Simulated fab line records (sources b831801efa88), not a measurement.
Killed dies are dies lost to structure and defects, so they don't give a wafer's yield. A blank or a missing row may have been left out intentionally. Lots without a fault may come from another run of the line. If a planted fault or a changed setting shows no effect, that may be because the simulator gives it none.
The tool behind it: which one? + flow sky130 + 6 lots with 18 wafers sampled at 4 steps, on a route of 708 steps

WHAT THE GAUGES READ, wafer by wafer
SKY_LDD_HVN_OVL_MEAS_07.
| lot  | measured     | on         | LDD_HVN_OVL (nm) |
|------|--------------|------------|------------------|
| L856 | day 21 21:57 | overlay-01 | 1.0 0.2 -0.4     |
| L859 | day 22 21:23 | overlay-02 | 3.2 1.1 2.4      |
| L865 | day 25 02:02 | overlay-02 | -1.6 0.0 0.0     |
| L867 | day 25 21:50 | overlay-01 | 3.0 -0.4 0.1     |
| L870 | day 26 17:02 | overlay-01 | 0.9 1.2 1.9      |
| L873 | day 27 16:55 | overlay-01 | 4.0 2.0 3.0      |

WHAT TOOL EACH LOT RAN ON (gives the tool, then ch and the chambers of the sampled wafers, and finally the start)
| lot  | SKY_FIELD_ISO_WET_ETCH_18      | SKY_FIELD_ISO_CMP_27         | SKY_LDD_P_STRIP_10                   |
|------|--------------------------------|------------------------------|--------------------------------------|
| L856 | wet bench-02 ch 2, day 2 20:28 | cmp-02 ch 0,1, day 3 05:32   | plasma asher-02 ch 0,1, day 20 15:22 |
| L859 | wet bench-01 ch 0, day 3 13:35 | cmp-01 ch 0,3, day 3 20:29   | plasma asher-04 ch 0,1, day 21 14:55 |
| L865 | wet bench-03 ch 1, day 4 21:02 | cmp-02 ch 0,1,3, day 5 00:13 | plasma asher-02 ch 0,1, day 23 20:43 |
| L867 | wet bench-03 ch 3, day 5 06:01 | cmp-01 ch 0,1,3, day 5 13:47 | plasma asher-02 ch 0,1, day 24 16:19 |
| L870 | wet bench-02 ch 0, day 5 21:05 | cmp-02 ch 0,2,3, day 6 06:07 | plasma asher-03 ch 0,1, day 25 12:33 |
| L873 | wet bench-03 ch 1, day 6 14:19 | cmp-01 ch 0,1,3, day 6 19:13 | plasma asher-04 ch 0,1, day 26 12:38 |
- SKY_FIELD_ISO_WET_ETCH_18: etches Si3N4 in H3PO4, target depth 25 nm, time 286 s.
- SKY_FIELD_ISO_CMP_27: polishes, stops on Si3N4, t overpolish 16 s, target thk 457.8 nm.
- SKY_LDD_P_STRIP_10: strips in O2/N2.

THE ANSWER, worked out from the rows above alone
Rule: usual is defined by the lots themselves. The widest of any qualifying gaps counts: lots, ordered by their means at a reading, are off when they make up no more than a third of the lots, leave a main group of 4 or more, and stand apart from it by 3 or more times the standard deviation of that group's means. Not used: any main group whose means are identical at the precision the tables above print for the reading. Also off: a lot with no number at a reading for which 4 or more lots have one. The other lots that the step has rows for count as sound.
Nothing can be told from this: no lot is off at any reading shown.

WHAT THE SIMULATOR HAD PUT IN
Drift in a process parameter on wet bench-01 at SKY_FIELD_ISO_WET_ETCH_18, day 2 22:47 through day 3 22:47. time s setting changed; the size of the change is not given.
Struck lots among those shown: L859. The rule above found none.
